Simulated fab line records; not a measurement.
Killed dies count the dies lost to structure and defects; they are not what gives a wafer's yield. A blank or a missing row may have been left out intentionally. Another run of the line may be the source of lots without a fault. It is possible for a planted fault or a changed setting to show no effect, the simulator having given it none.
Matching of chambers || flow gf180mcu || cmp-01 running GF_V1_CMP_04: 4 sister chambers
The step polishes SiO2. 4 wafers are shown with their chamber, then 7 later ones without.

== WAFERS PAIRED WITH THEIR CHAMBERS ==
{"wafer": "L999.5", "chamber": 0, "motor-current-A (A)": 10.3}
{"wafer": "L999.6", "chamber": 1, "motor-current-A (A)": 11.6}
{"wafer": "L109.1", "chamber": 2, "motor-current-A (A)": 10.8}
{"wafer": "L109.4", "chamber": 3, "motor-current-A (A)": 11.2}

== WAFERS MISSING THEIR CHAMBER ==
{"wafer": "L109.6", "motor-current-A (A)": 10.2}
{"wafer": "L113.1", "motor-current-A (A)": 10.4}
{"wafer": "L113.3", "motor-current-A (A)": 11.4}
{"wafer": "L113.4", "motor-current-A (A)": 11.4}
{"wafer": "L114.2", "motor-current-A (A)": 10.9}
{"wafer": "L114.5", "motor-current-A (A)": 11.4}
{"wafer": "L114.6", "motor-current-A (A)": 11.0}

== WHICH CHAMBER EACH WENT THROUGH ==
{"wafer": "L109.6", "from the rows above": 0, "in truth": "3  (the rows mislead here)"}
{"wafer": "L113.1", "from the rows above": "can't be placed: 0 or 2", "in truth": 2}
{"wafer": "L113.3", "from the rows above": "can't be placed: 1 or 3", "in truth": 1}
{"wafer": "L113.4", "from the rows above": "can't be placed: 1 or 3", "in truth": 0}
{"wafer": "L114.2", "from the rows above": "can't be placed: 2 or 3", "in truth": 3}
{"wafer": "L114.5", "from the rows above": "can't be placed: 1 or 3", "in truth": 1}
{"wafer": "L114.6", "from the rows above": "can't be placed: 2 or 3", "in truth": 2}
Correct placement for 0 of the 7. From these rows, 6 cannot be placed; in 5 the true chamber is one of the candidates. Wrongly placed: 1.
How it was worked out, from the rows above alone: a wafer's distance from a chamber is the root of the sum, over the readings, of the square of ((its reading less the chamber's mean) divided by the reading's scatter). If the next closest chamber is less than 2 further off than the closest, the wafer can't be placed; otherwise it belongs to the closest. The mean given for a chamber averages the wafers shown for that chamber. The scatter (one wafer shown for each chamber): square how far every hidden wafer sits from the nearest shown wafer, average those squares and take the square root.
